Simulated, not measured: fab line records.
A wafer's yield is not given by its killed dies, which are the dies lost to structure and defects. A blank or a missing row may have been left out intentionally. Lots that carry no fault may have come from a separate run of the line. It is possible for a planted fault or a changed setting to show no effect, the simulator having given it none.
Chamber matching -- flow sky130 -- SKY_LI_CONTACT_ETCH_14 on rie diel-02 has 4 sister chambers
The step etches BARC in N2/H2, stops on SiO2, time 45.9 s, target depth 60 nm. 14 wafers are shown with their chamber, then 7 later ones without.

EACH WAFER AND ITS CHAMBER
wafer,chamber,drypump motor current A (A),oes product au (a.u.),throttle valve pct (%)
L242.2,1,5.5,0.855,13.228
L242.3,3,5.7,0.860,13.228
L242.4,2,6.4,0.855,13.234
L245.3,2,6.4,0.849,13.237
L245.5,0,5.7,0.856,13.218
L245.6,3,5.8,0.856,13.230
L246.1,2,6.4,0.849,13.232
L246.4,1,5.5,0.850,13.236
L246.6,2,6.4,0.845,13.211
L251.1,3,5.7,0.847,13.206
L251.3,1,5.5,0.860,13.237
L251.4,0,5.7,0.856,13.230
L258.1,0,5.7,0.858,13.234
L258.4,2,6.5,0.853,13.213

SIGNATURES (averages over the wafers above)
reading,chamber 0,chamber 1,chamber 2,chamber 3,scatter within a chamber
drypump motor current A,5.700,5.500,6.420,5.733,0.0383
oes product au,0.85667,0.85500,0.85020,0.85433,0.0045
throttle valve pct,13.22733,13.23367,13.22540,13.22133,0.0107
Rule: distance of a wafer from a chamber = root of the sum over the readings of ((wafer's reading minus chamber's mean) / reading's scatter) squared. The wafer belongs to the nearest chamber; if the next one is less than 2 further off, it can't be placed. The scatter: take each reading less its chamber's mean, square it, sum over the shown wafers, divide by the number of wafers less the number of chambers, and take the root.

WAFERS MISSING THEIR CHAMBER
wafer,drypump motor current A (A),oes product au (a.u.),throttle valve pct (%)
L258.5,5.7,0.862,13.225
L259.1,5.8,0.853,13.241
L259.5,5.7,0.857,13.214
L259.6,5.8,0.858,13.240
L262.1,5.7,0.852,13.211
L262.2,5.5,0.858,13.226
L262.6,6.4,0.855,13.217

EACH ONE'S CHAMBER
wafer,from the rows above,in truth
L258.5,can't be placed: 0 or 3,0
L259.1,can't be placed: 3 or 0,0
L259.5,can't be placed: 0 or 3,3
L259.6,can't be placed: 3 or 0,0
L262.1,can't be placed: 3 or 0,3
L262.2,1,1
L262.6,2,2
2 of 7 placed correctly. Cannot be placed on the basis of these rows: 5; the candidates contain the true chamber in 5. Placed wrongly: 0.
